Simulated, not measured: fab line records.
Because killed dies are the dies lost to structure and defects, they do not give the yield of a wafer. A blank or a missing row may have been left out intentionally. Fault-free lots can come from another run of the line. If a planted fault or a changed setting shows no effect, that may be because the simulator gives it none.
Which of the tools did it? || flow gf180mcu || 72 wafers from 24 lots sampled at 6 of the route's 602 steps

WHAT THE GAUGES READ, wafer by wafer
GF_M2_RS_MEAS_05: a four-point-probe measurement. Usual: for M2_ALCU_RS the level is 0.0697 ohm/sq and the standard deviation is 0.00088.
{"lot": "L074", "measured": "day 17 23:31", "on": "film-metro-03", "M2_ALCU_RS (ohm/sq)": "0.0700 0.0678 0.0710", "flag": ""}
{"lot": "L075", "measured": "day 18 06:42", "on": "film-metro-04", "M2_ALCU_RS (ohm/sq)": "0.0670 0.0694 0.0677", "flag": ""}
{"lot": "L076", "measured": "day 18 18:15", "on": "film-metro-04", "M2_ALCU_RS (ohm/sq)": "0.0684 0.0686 0.0703", "flag": ""}
{"lot": "L077", "measured": "day 19 02:55", "on": "film-metro-03", "M2_ALCU_RS (ohm/sq)": "0.0679 0.0693 0.0689", "flag": ""}
{"lot": "L078", "measured": "day 19 19:03", "on": "film-metro-04", "M2_ALCU_RS (ohm/sq)": "0.0691 0.0696 0.0688", "flag": ""}
{"lot": "L079", "measured": "day 20 03:29", "on": "film-metro-03", "M2_ALCU_RS (ohm/sq)": "0.0700 0.0705 0.0699", "flag": ""}
{"lot": "L080", "measured": "day 20 11:28", "on": "film-metro-01", "M2_ALCU_RS (ohm/sq)": "0.0693 0.0688 0.0703", "flag": ""}
{"lot": "L081", "measured": "day 20 19:31", "on": "film-metro-04", "M2_ALCU_RS (ohm/sq)": "0.0700 0.0689 0.0691", "flag": ""}
{"lot": "L082", "measured": "day 21 02:45", "on": "film-metro-04", "M2_ALCU_RS (ohm/sq)": "0.0697 0.0706 0.0693", "flag": ""}
{"lot": "L083", "measured": "day 21 12:12", "on": "film-metro-01", "M2_ALCU_RS (ohm/sq)": "0.0706 0.0696 0.0701", "flag": ""}
{"lot": "L084", "measured": "day 21 19:55", "on": "film-metro-04", "M2_ALCU_RS (ohm/sq)": "0.0700 0.0686 0.0702", "flag": ""}
{"lot": "L085", "measured": "day 22 11:34", "on": "film-metro-04", "M2_ALCU_RS (ohm/sq)": "0.0713 0.0705 0.0699", "flag": ""}
{"lot": "L086", "measured": "day 22 15:26", "on": "film-metro-04", "M2_ALCU_RS (ohm/sq)": "0.0701 0.0687 0.0694", "flag": ""}
{"lot": "L087", "measured": "day 22 20:40", "on": "film-metro-03", "M2_ALCU_RS (ohm/sq)": "0.0688 0.0691 0.0700", "flag": ""}
{"lot": "L088", "measured": "day 23 10:26", "on": "film-metro-03", "M2_ALCU_RS (ohm/sq)": "0.0710 0.0708 0.0700", "flag": ""}
{"lot": "L090", "measured": "day 24 01:56", "on": "film-metro-03", "M2_ALCU_RS (ohm/sq)": "0.0702 0.0694 0.0691", "flag": ""}
{"lot": "L089", "measured": "day 24 03:10", "on": "film-metro-03", "M2_ALCU_RS (ohm/sq)": "0.0710 0.0721 0.0713", "flag": ""}
{"lot": "L091", "measured": "day 24 16:15", "on": "film-metro-04", "M2_ALCU_RS (ohm/sq)": "0.0693 0.0701 0.0701", "flag": ""}
{"lot": "L092", "measured": "day 24 19:02", "on": "film-metro-01", "M2_ALCU_RS (ohm/sq)": "0.0690 0.0715 0.0705", "flag": ""}
{"lot": "L093", "measured": "day 25 02:29", "on": "film-metro-04", "M2_ALCU_RS (ohm/sq)": "0.0690 0.0701 0.0690", "flag": ""}
{"lot": "L094", "measured": "day 25 09:35", "on": "film-metro-01", "M2_ALCU_RS (ohm/sq)": "0.0697 0.0685 0.0697", "flag": ""}
{"lot": "L095", "measured": "day 25 10:56", "on": "film-metro-01", "M2_ALCU_RS (ohm/sq)": "0.0697 0.0704 0.0708", "flag": ""}
{"lot": "L096", "measured": "day 25 23:43", "on": "film-metro-04", "M2_ALCU_RS (ohm/sq)": "0.0703 0.0699 0.0706", "flag": ""}
{"lot": "L097", "measured": "day 26 02:26", "on": "film-metro-03", "M2_ALCU_RS (ohm/sq)": "0.0707 0.0701 0.0708", "flag": ""}

GF_V4_THK_MEAS_03. Usual: for V4_CVD_02_THK the level is 846 nm and the standard deviation is 13.
{"lot": "L074", "measured": "day 23 05:00", "on": "film-metro-01", "V4_CVD_02_THK (nm)": "832 847 839", "flag": ""}
{"lot": "L075", "measured": "day 23 11:53", "on": "film-metro-02", "V4_CVD_02_THK (nm)": "832 846 857", "flag": ""}
{"lot": "L076", "measured": "day 23 22:20", "on": "film-metro-02", "V4_CVD_02_THK (nm)": "836 840 857", "flag": ""}
{"lot": "L077", "measured": "day 24 06:54", "on": "film-metro-04", "V4_CVD_02_THK (nm)": "826 850 859", "flag": ""}
{"lot": "L078", "measured": "day 24 22:20", "on": "film-metro-02", "V4_CVD_02_THK (nm)": "832 837 842", "flag": ""}
{"lot": "L079", "measured": "day 25 05:00", "on": "film-metro-01", "V4_CVD_02_THK (nm)": "840 851 863", "flag": ""}
{"lot": "L080", "measured": "day 25 12:17", "on": "film-metro-02", "V4_CVD_02_THK (nm)": "840 826 859", "flag": ""}
{"lot": "L081", "measured": "day 25 23:31", "on": "film-metro-04", "V4_CVD_02_THK (nm)": "839 842 857", "flag": ""}
{"lot": "L082", "measured": "day 26 04:07", "on": "film-metro-01", "V4_CVD_02_THK (nm)": "844 847 859", "flag": ""}
{"lot": "L083", "measured": "day 26 10:03", "on": "film-metro-01", "V4_CVD_02_THK (nm)": "848 841 850", "flag": ""}
{"lot": "L084", "measured": "day 26 22:05", "on": "film-metro-02", "V4_CVD_02_THK (nm)": "837 845 843", "flag": ""}
{"lot": "L085", "measured": "day 27 06:36", "on": "film-metro-02", "V4_CVD_02_THK (nm)": "869 853 884", "flag": ""}
{"lot": "L086", "measured": "day 27 11:01", "on": "film-metro-01", "V4_CVD_02_THK (nm)": "830 849 854", "flag": ""}
{"lot": "L087", "measured": "day 27 18:15", "on": "film-metro-02", "V4_CVD_02_THK (nm)": "873 882 888", "flag": ""}
{"lot": "L088", "measured": "day 28 02:50", "on": "film-metro-02", "V4_CVD_02_THK (nm)": "843 839 860", "flag": ""}
{"lot": "L090", "measured": "day 29 08:53", "on": "film-metro-02", "V4_CVD_02_THK (nm)": "821 834 829", "flag": ""}
{"lot": "L089", "measured": "day 28 19:32", "on": "film-metro-02", "V4_CVD_02_THK (nm)": "847 850 852", "flag": ""}
{"lot": "L091", "measured": "day 29 06:43", "on": "film-metro-02", "V4_CVD_02_THK (nm)": "837 835 848", "flag": ""}
{"lot": "L092", "measured": "day 29 08:10", "on": "film-metro-01", "V4_CVD_02_THK (nm)": "843 836 863", "flag": ""}
{"lot": "L093", "measured": "day 29 15:00", "on": "film-metro-04", "V4_CVD_02_THK (nm)": "827 837 838", "flag": ""}
{"lot": "L094", "measured": "day 29 21:58", "on": "film-metro-01", "V4_CVD_02_THK (nm)": "837 833 843", "flag": ""}
{"lot": "L095", "measured": "day 29 22:35", "on": "film-metro-01", "V4_CVD_02_THK (nm)": "857 837 849", "flag": ""}
{"lot": "L096", "measured": "day 30 08:56", "on": "film-metro-01", "V4_CVD_02_THK (nm)": "839 851 844", "flag": ""}
{"lot": "L097", "measured": "day 30 11:22", "on": "film-metro-04", "V4_CVD_02_THK (nm)": "835 861 842", "flag": ""}

TOOL THAT RAN EACH LOT (tool first, then ch and the chambers of the sampled wafers, then the start)
{"lot": "L074", "GF_M2_SPUTTER_00": "pvd-sputter-01, day 17 23:17", "GF_M2_SPUTTER_03": "pvd-sputter-01, day 17 23:26", "GF_V2_SPUTTER_21": "pvd-sputter-02, day 20 02:13", "GF_V3_CVD_02": "pecvd-04 ch 0,1,2, day 21 04:05"}
{"lot": "L075", "GF_M2_SPUTTER_00": "pvd-sputter-01, day 18 06:28", "GF_M2_SPUTTER_03": "pvd-sputter-01, day 18 06:37", "GF_V2_SPUTTER_21": "pvd-sputter-02, day 20 08:35", "GF_V3_CVD_02": "pecvd-02 ch 1,2, day 21 10:28"}
{"lot": "L076", "GF_M2_SPUTTER_00": "pvd-sputter-01, day 18 18:01", "GF_M2_SPUTTER_03": "pvd-sputter-01, day 18 18:10", "GF_V2_SPUTTER_21": "pvd-sputter-04, day 20 19:41", "GF_V3_CVD_02": "pecvd-03 ch 0,2, day 21 21:07"}
{"lot": "L077", "GF_M2_SPUTTER_00": "pvd-sputter-01, day 19 02:41", "GF_M2_SPUTTER_03": "pvd-sputter-01, day 19 02:50", "GF_V2_SPUTTER_21": "pvd-sputter-02, day 21 05:55", "GF_V3_CVD_02": "pecvd-03 ch 0,2, day 22 07:06"}
{"lot": "L078", "GF_M2_SPUTTER_00": "pvd-sputter-04, day 19 18:49", "GF_M2_SPUTTER_03": "pvd-sputter-04, day 19 18:58", "GF_V2_SPUTTER_21": "pvd-sputter-04, day 21 20:56", "GF_V3_CVD_02": "pecvd-03 ch 0,1, day 22 22:13"}
{"lot": "L079", "GF_M2_SPUTTER_00": "pvd-sputter-03, day 20 03:16", "GF_M2_SPUTTER_03": "pvd-sputter-03, day 20 03:25", "GF_V2_SPUTTER_21": "pvd-sputter-01, day 22 04:43", "GF_V3_CVD_02": "pecvd-04 ch 0,1,2, day 23 05:55"}
{"lot": "L080", "GF_M2_SPUTTER_00": "pvd-sputter-04, day 20 11:14", "GF_M2_SPUTTER_03": "pvd-sputter-04, day 20 11:24", "GF_V2_SPUTTER_21": "pvd-sputter-02, day 22 12:35", "GF_V3_CVD_02": "pecvd-02 ch 0,2, day 23 13:46"}
{"lot": "L081", "GF_M2_SPUTTER_00": "pvd-sputter-03, day 20 19:17", "GF_M2_SPUTTER_03": "pvd-sputter-03, day 20 19:27", "GF_V2_SPUTTER_21": "pvd-sputter-02, day 22 20:21", "GF_V3_CVD_02": "pecvd-04 ch 0,1,2, day 23 21:06"}
{"lot": "L082", "GF_M2_SPUTTER_00": "pvd-sputter-04, day 21 02:32", "GF_M2_SPUTTER_03": "pvd-sputter-04, day 21 02:41", "GF_V2_SPUTTER_21": "pvd-sputter-04, day 23 04:33", "GF_V3_CVD_02": "pecvd-04 ch 0,1,2, day 24 05:29"}
{"lot": "L083", "GF_M2_SPUTTER_00": "pvd-sputter-01, day 21 11:59", "GF_M2_SPUTTER_03": "pvd-sputter-01, day 21 12:08", "GF_V2_SPUTTER_21": "pvd-sputter-04, day 23 12:38", "GF_V3_CVD_02": "pecvd-03 ch 1,2, day 24 13:03"}
{"lot": "L084", "GF_M2_SPUTTER_00": "pvd-sputter-01, day 21 19:41", "GF_M2_SPUTTER_03": "pvd-sputter-01, day 21 19:50", "GF_V2_SPUTTER_21": "pvd-sputter-04, day 23 21:40", "GF_V3_CVD_02": "pecvd-04 ch 0,1,2, day 24 21:18"}
{"lot": "L085", "GF_M2_SPUTTER_00": "pvd-sputter-01, day 22 11:19", "GF_M2_SPUTTER_03": "pvd-sputter-01, day 22 11:29", "GF_V2_SPUTTER_21": "pvd-sputter-04, day 24 10:26", "GF_V3_CVD_02": "pecvd-04 ch 0,1, day 25 09:07"}
{"lot": "L086", "GF_M2_SPUTTER_00": "pvd-sputter-03, day 22 15:01", "GF_M2_SPUTTER_03": "pvd-sputter-03, day 22 15:10", "GF_V2_SPUTTER_21": "pvd-sputter-04, day 24 14:54", "GF_V3_CVD_02": "pecvd-02 ch 1,2, day 25 14:50"}
{"lot": "L087", "GF_M2_SPUTTER_00": "pvd-sputter-03, day 22 20:25", "GF_M2_SPUTTER_03": "pvd-sputter-03, day 22 20:35", "GF_V2_SPUTTER_21": "pvd-sputter-02, day 24 19:50", "GF_V3_CVD_02": "pecvd-02 ch 1,2, day 25 22:20"}
{"lot": "L088", "GF_M2_SPUTTER_00": "pvd-sputter-01, day 23 10:13", "GF_M2_SPUTTER_03": "pvd-sputter-01, day 23 10:22", "GF_V2_SPUTTER_21": "pvd-sputter-02, day 25 08:31", "GF_V3_CVD_02": "pecvd-04 ch 0,1,2, day 26 07:17"}
{"lot": "L090", "GF_M2_SPUTTER_00": "pvd-sputter-01, day 24 01:43", "GF_M2_SPUTTER_03": "pvd-sputter-01, day 24 01:53", "GF_V2_SPUTTER_21": "pvd-sputter-02, day 26 00:50", "GF_V3_CVD_02": "pecvd-02 ch 0,1,2, day 26 23:56"}
{"lot": "L089", "GF_M2_SPUTTER_00": "pvd-sputter-03, day 24 02:57", "GF_M2_SPUTTER_03": "pvd-sputter-03, day 24 03:07", "GF_V2_SPUTTER_21": "pvd-sputter-01, day 26 01:11", "GF_V3_CVD_02": "pecvd-03 ch 0,1,2, day 27 00:12"}
{"lot": "L091", "GF_M2_SPUTTER_00": "pvd-sputter-04, day 24 16:01", "GF_M2_SPUTTER_03": "pvd-sputter-04, day 24 16:10", "GF_V2_SPUTTER_21": "pvd-sputter-02, day 26 13:23", "GF_V3_CVD_02": "pecvd-04 ch 0,1,2, day 27 11:57"}
{"lot": "L092", "GF_M2_SPUTTER_00": "pvd-sputter-01, day 24 18:49", "GF_M2_SPUTTER_03": "pvd-sputter-01, day 24 18:59", "GF_V2_SPUTTER_21": "pvd-sputter-02, day 26 15:55", "GF_V3_CVD_02": "pecvd-03 ch 0,1,2, day 27 14:00"}
{"lot": "L093", "GF_M2_SPUTTER_00": "pvd-sputter-04, day 25 02:16", "GF_M2_SPUTTER_03": "pvd-sputter-04, day 25 02:25", "GF_V2_SPUTTER_21": "pvd-sputter-04, day 26 23:10", "GF_V3_CVD_02": "pecvd-02 ch 0,2, day 27 21:34"}
{"lot": "L094", "GF_M2_SPUTTER_00": "pvd-sputter-04, day 25 09:20", "GF_M2_SPUTTER_03": "pvd-sputter-04, day 25 09:29", "GF_V2_SPUTTER_21": "pvd-sputter-02, day 27 06:09", "GF_V3_CVD_02": "pecvd-03 ch 0,1,2, day 28 04:42"}
{"lot": "L095", "GF_M2_SPUTTER_00": "pvd-sputter-01, day 25 10:43", "GF_M2_SPUTTER_03": "pvd-sputter-01, day 25 10:53", "GF_V2_SPUTTER_21": "pvd-sputter-01, day 27 06:39", "GF_V3_CVD_02": "pecvd-02 ch 0,1, day 28 05:07"}
{"lot": "L096", "GF_M2_SPUTTER_00": "pvd-sputter-03, day 25 23:29", "GF_M2_SPUTTER_03": "pvd-sputter-03, day 25 23:39", "GF_V2_SPUTTER_21": "pvd-sputter-04, day 27 19:20", "GF_V3_CVD_02": "pecvd-02 ch 1,2, day 28 17:00"}
{"lot": "L097", "GF_M2_SPUTTER_00": "pvd-sputter-03, day 26 02:12", "GF_M2_SPUTTER_03": "pvd-sputter-03, day 26 02:22", "GF_V2_SPUTTER_21": "pvd-sputter-01, day 27 21:49", "GF_V3_CVD_02": "pecvd-04 ch 0,2, day 28 18:55"}
- GF_M2_SPUTTER_00: material Ti, target thk 37.5 nm, time 150 s.
- GF_M2_SPUTTER_03: material Ti, target thk 10 nm, time 6.7 s.
- GF_V2_SPUTTER_21: material Ti, target thk 15 nm, time 80.02 s.
- GF_V3_CVD_02: deposits SiO2 from TEOS, target thk 850 nm, time 94.851 s.

AS READ BY THE TOOLS THEMSELVES (means over the sampled wafers that have a number; for cases with no such wafer, the mark the record gives instead)
GF_M2_SPUTTER_00. Usual: 29.7 % for throttle-valve-pct, sd 0.72.
{"lot": "L074", "tool": "pvd-sputter-01", "throttle-valve-pct (%)": 30.0, "flag": ""}
{"lot": "L075", "tool": "pvd-sputter-01", "throttle-valve-pct (%)": 30.1, "flag": ""}
{"lot": "L076", "tool": "pvd-sputter-01", "throttle-valve-pct (%)": 30.0, "flag": ""}
{"lot": "L077", "tool": "pvd-sputter-01", "throttle-valve-pct (%)": 30.3, "flag": ""}
{"lot": "L078", "tool": "pvd-sputter-04", "throttle-valve-pct (%)": 29.2, "flag": ""}
{"lot": "L079", "tool": "pvd-sputter-03", "throttle-valve-pct (%)": 29.7, "flag": ""}
{"lot": "L080", "tool": "pvd-sputter-04", "throttle-valve-pct (%)": 29.5, "flag": ""}
{"lot": "L081", "tool": "pvd-sputter-03", "throttle-valve-pct (%)": 29.4, "flag": ""}
{"lot": "L082", "tool": "pvd-sputter-04", "throttle-valve-pct (%)": 29.3, "flag": ""}
{"lot": "L083", "tool": "pvd-sputter-01", "throttle-valve-pct (%)": 30.4, "flag": ""}
{"lot": "L084", "tool": "pvd-sputter-01", "throttle-valve-pct (%)": 29.8, "flag": ""}
{"lot": "L085", "tool": "pvd-sputter-01", "throttle-valve-pct (%)": 30.4, "flag": ""}
{"lot": "L086", "tool": "pvd-sputter-03", "throttle-valve-pct (%)": 28.9, "flag": ""}
{"lot": "L087", "tool": "pvd-sputter-03", "throttle-valve-pct (%)": 29.5, "flag": ""}
{"lot": "L088", "tool": "pvd-sputter-01", "throttle-valve-pct (%)": 30.0, "flag": ""}
{"lot": "L090", "tool": "pvd-sputter-01", "throttle-valve-pct (%)": 30.2, "flag": ""}
{"lot": "L089", "tool": "pvd-sputter-03", "throttle-valve-pct (%)": 28.7, "flag": ""}
{"lot": "L091", "tool": "pvd-sputter-04", "throttle-valve-pct (%)": 28.9, "flag": ""}
{"lot": "L092", "tool": "pvd-sputter-01", "throttle-valve-pct (%)": 30.2, "flag": ""}
{"lot": "L093", "tool": "pvd-sputter-04", "throttle-valve-pct (%)": 29.3, "flag": ""}
{"lot": "L094", "tool": "pvd-sputter-04", "throttle-valve-pct (%)": 29.2, "flag": ""}
{"lot": "L095", "tool": "pvd-sputter-01", "throttle-valve-pct (%)": 30.1, "flag": ""}
{"lot": "L096", "tool": "pvd-sputter-03", "throttle-valve-pct (%)": 29.2, "flag": ""}
{"lot": "L097", "tool": "pvd-sputter-03", "throttle-valve-pct (%)": 28.8, "flag": ""}

GF_M2_SPUTTER_03. Usual: 29.7 % for throttle-valve-pct, sd 0.73.
{"lot": "L074", "tool": "pvd-sputter-01", "throttle-valve-pct (%)": 30.1, "flag": ""}
{"lot": "L075", "tool": "pvd-sputter-01", "throttle-valve-pct (%)": 30.1, "flag": ""}
{"lot": "L076", "tool": "pvd-sputter-01", "throttle-valve-pct (%)": 30.0, "flag": ""}
{"lot": "L077", "tool": "pvd-sputter-01", "throttle-valve-pct (%)": 30.3, "flag": ""}
{"lot": "L078", "tool": "pvd-sputter-04", "throttle-valve-pct (%)": 29.2, "flag": ""}
{"lot": "L079", "tool": "pvd-sputter-03", "throttle-valve-pct (%)": 29.6, "flag": ""}
{"lot": "L080", "tool": "pvd-sputter-04", "throttle-valve-pct (%)": 29.5, "flag": ""}
{"lot": "L081", "tool": "pvd-sputter-03", "throttle-valve-pct (%)": 29.5, "flag": ""}
{"lot": "L082", "tool": "pvd-sputter-04", "throttle-valve-pct (%)": 29.1, "flag": ""}
{"lot": "L083", "tool": "pvd-sputter-01", "throttle-valve-pct (%)": 30.2, "flag": ""}
{"lot": "L084", "tool": "pvd-sputter-01", "throttle-valve-pct (%)": 29.9, "flag": ""}
{"lot": "L085", "tool": "pvd-sputter-01", "throttle-valve-pct (%)": 30.2, "flag": ""}
{"lot": "L086", "tool": "pvd-sputter-03", "throttle-valve-pct (%)": 28.9, "flag": ""}
{"lot": "L087", "tool": "pvd-sputter-03", "throttle-valve-pct (%)": 29.5, "flag": ""}
{"lot": "L088", "tool": "pvd-sputter-01", "throttle-valve-pct (%)": 30.0, "flag": ""}
{"lot": "L090", "tool": "pvd-sputter-01", "throttle-valve-pct (%)": 30.1, "flag": ""}
{"lot": "L089", "tool": "pvd-sputter-03", "throttle-valve-pct (%)": 28.8, "flag": ""}
{"lot": "L091", "tool": "pvd-sputter-04", "throttle-valve-pct (%)": 28.9, "flag": ""}
{"lot": "L092", "tool": "pvd-sputter-01", "throttle-valve-pct (%)": 30.6, "flag": ""}
{"lot": "L093", "tool": "pvd-sputter-04", "throttle-valve-pct (%)": 29.3, "flag": ""}
{"lot": "L094", "tool": "pvd-sputter-04", "throttle-valve-pct (%)": 28.9, "flag": ""}
{"lot": "L095", "tool": "pvd-sputter-01", "throttle-valve-pct (%)": 30.1, "flag": ""}
{"lot": "L096", "tool": "pvd-sputter-03", "throttle-valve-pct (%)": 29.0, "flag": ""}
{"lot": "L097", "tool": "pvd-sputter-03", "throttle-valve-pct (%)": 28.7, "flag": ""}

GF_V2_SPUTTER_21. Usual: 29.9 % for throttle-valve-pct, sd 1.1.
{"lot": "L074", "tool": "pvd-sputter-02", "throttle-valve-pct (%)": 30.4, "flag": ""}
{"lot": "L075", "tool": "pvd-sputter-02", "throttle-valve-pct (%)": 30.7, "flag": ""}
{"lot": "L076", "tool": "pvd-sputter-04", "throttle-valve-pct (%)": 29.4, "flag": ""}
{"lot": "L077", "tool": "pvd-sputter-02", "throttle-valve-pct (%)": 30.5, "flag": ""}
{"lot": "L078", "tool": "pvd-sputter-04", "throttle-valve-pct (%)": 29.7, "flag": ""}
{"lot": "L079", "tool": "pvd-sputter-01", "throttle-valve-pct (%)": 30.3, "flag": ""}
{"lot": "L080", "tool": "pvd-sputter-02", "throttle-valve-pct (%)": 30.5, "flag": ""}
{"lot": "L081", "tool": "pvd-sputter-02", "throttle-valve-pct (%)": 30.5, "flag": ""}
{"lot": "L082", "tool": "pvd-sputter-04", "throttle-valve-pct (%)": 29.6, "flag": ""}
{"lot": "L083", "tool": "pvd-sputter-04", "throttle-valve-pct (%)": 29.0, "flag": ""}
{"lot": "L084", "tool": "pvd-sputter-04", "throttle-valve-pct (%)": 29.2, "flag": ""}
{"lot": "L085", "tool": "pvd-sputter-04", "throttle-valve-pct (%)": 29.6, "flag": ""}
{"lot": "L086", "tool": "pvd-sputter-04", "throttle-valve-pct (%)": 29.4, "flag": ""}
{"lot": "L087", "tool": "pvd-sputter-02", "throttle-valve-pct (%)": 30.8, "flag": ""}
{"lot": "L088", "tool": "pvd-sputter-02", "throttle-valve-pct (%)": 31.5, "flag": ""}
{"lot": "L090", "tool": "pvd-sputter-02", "throttle-valve-pct (%)": 29.7, "flag": ""}
{"lot": "L089", "tool": "pvd-sputter-01", "throttle-valve-pct (%)": 30.1, "flag": ""}
{"lot": "L091", "tool": "pvd-sputter-02", "throttle-valve-pct (%)": 29.6, "flag": ""}
{"lot": "L092", "tool": "pvd-sputter-02", "throttle-valve-pct (%)": 29.2, "flag": ""}
{"lot": "L093", "tool": "pvd-sputter-04", "throttle-valve-pct (%)": 29.1, "flag": ""}
{"lot": "L094", "tool": "pvd-sputter-02", "throttle-valve-pct (%)": 30.4, "flag": ""}
{"lot": "L095", "tool": "pvd-sputter-01", "throttle-valve-pct (%)": 29.8, "flag": ""}
{"lot": "L096", "tool": "pvd-sputter-04", "throttle-valve-pct (%)": 29.1, "flag": ""}
{"lot": "L097", "tool": "pvd-sputter-01", "throttle-valve-pct (%)": 30.1, "flag": ""}

GF_V3_CVD_02. Usual: heater-power-w 626 W, standard deviation 84; susceptor-temp-C 399.96 C, standard deviation 0.21.
{"lot": "L074", "tool": "pecvd-04", "heater-power-w (W)": 682, "susceptor-temp-C (C)": 399.86, "flag": ""}
{"lot": "L075", "tool": "pecvd-02", "heater-power-w (W)": 597, "susceptor-temp-C (C)": 399.85, "flag": ""}
{"lot": "L076", "tool": "pecvd-03", "heater-power-w (W)": 660, "susceptor-temp-C (C)": 399.94, "flag": ""}
{"lot": "L077", "tool": "pecvd-03", "heater-power-w (W)": 638, "susceptor-temp-C (C)": 399.96, "flag": ""}
{"lot": "L078", "tool": "pecvd-03", "heater-power-w (W)": 509, "susceptor-temp-C (C)": 399.78, "flag": ""}
{"lot": "L079", "tool": "pecvd-04", "heater-power-w (W)": 617, "susceptor-temp-C (C)": 400.02, "flag": ""}
{"lot": "L080", "tool": "pecvd-02", "heater-power-w (W)": 634, "susceptor-temp-C (C)": 399.76, "flag": ""}
{"lot": "L081", "tool": "pecvd-04", "heater-power-w (W)": 625, "susceptor-temp-C (C)": 399.86, "flag": ""}
{"lot": "L082", "tool": "pecvd-04", "heater-power-w (W)": 627, "susceptor-temp-C (C)": 400.24, "flag": ""}
{"lot": "L083", "tool": "pecvd-03", "heater-power-w (W)": 558, "susceptor-temp-C (C)": 399.94, "flag": ""}
{"lot": "L084", "tool": "pecvd-04", "heater-power-w (W)": 597, "susceptor-temp-C (C)": 400.06, "flag": ""}
{"lot": "L085", "tool": "pecvd-04", "heater-power-w (W)": 610, "susceptor-temp-C (C)": 399.96, "flag": ""}
{"lot": "L086", "tool": "pecvd-02", "heater-power-w (W)": 614, "susceptor-temp-C (C)": 399.89, "flag": ""}
{"lot": "L087", "tool": "pecvd-02", "heater-power-w (W)": 628, "susceptor-temp-C (C)": 400.21, "flag": ""}
{"lot": "L088", "tool": "pecvd-04", "heater-power-w (W)": 712, "susceptor-temp-C (C)": 400.03, "flag": ""}
{"lot": "L090", "tool": "pecvd-02", "heater-power-w (W)": 628, "susceptor-temp-C (C)": 399.92, "flag": ""}
{"lot": "L089", "tool": "pecvd-03", "heater-power-w (W)": 585, "susceptor-temp-C (C)": 399.86, "flag": ""}
{"lot": "L091", "tool": "pecvd-04", "heater-power-w (W)": 648, "susceptor-temp-C (C)": 400.18, "flag": ""}
{"lot": "L092", "tool": "pecvd-03", "heater-power-w (W)": 632, "susceptor-temp-C (C)": 399.69, "flag": ""}
{"lot": "L093", "tool": "pecvd-02", "heater-power-w (W)": 621, "susceptor-temp-C (C)": 399.86, "flag": ""}
{"lot": "L094", "tool": "pecvd-03", "heater-power-w (W)": 553, "susceptor-temp-C (C)": 400.01, "flag": ""}
{"lot": "L095", "tool": "pecvd-02", "heater-power-w (W)": 576, "susceptor-temp-C (C)": 399.99, "flag": ""}
{"lot": "L096", "tool": "pecvd-02", "heater-power-w (W)": 604, "susceptor-temp-C (C)": 399.93, "flag": ""}
{"lot": "L097", "tool": "pecvd-04", "heater-power-w (W)": 587, "susceptor-temp-C (C)": 399.98, "flag": ""}

THE ANSWER, worked out from the rows above alone
Rule: lot off if the mean of its wafers having a number is beyond 3 standard deviations from the usual mean. Also off: a lot with no number at a reading for which 4 or more lots have one. The other lots that the step has rows for count as sound. After the gauges, taken in route order, come the tools' own readings; for these a lot's mean is taken, as printed above. At the first step where some lot is off, the reading lying furthest off is the one used; lots without a number count as furthest.
None of the lots is off at any reading shown; this tells nothing.

WHAT HAD BEEN PUT IN BY THE SIMULATOR
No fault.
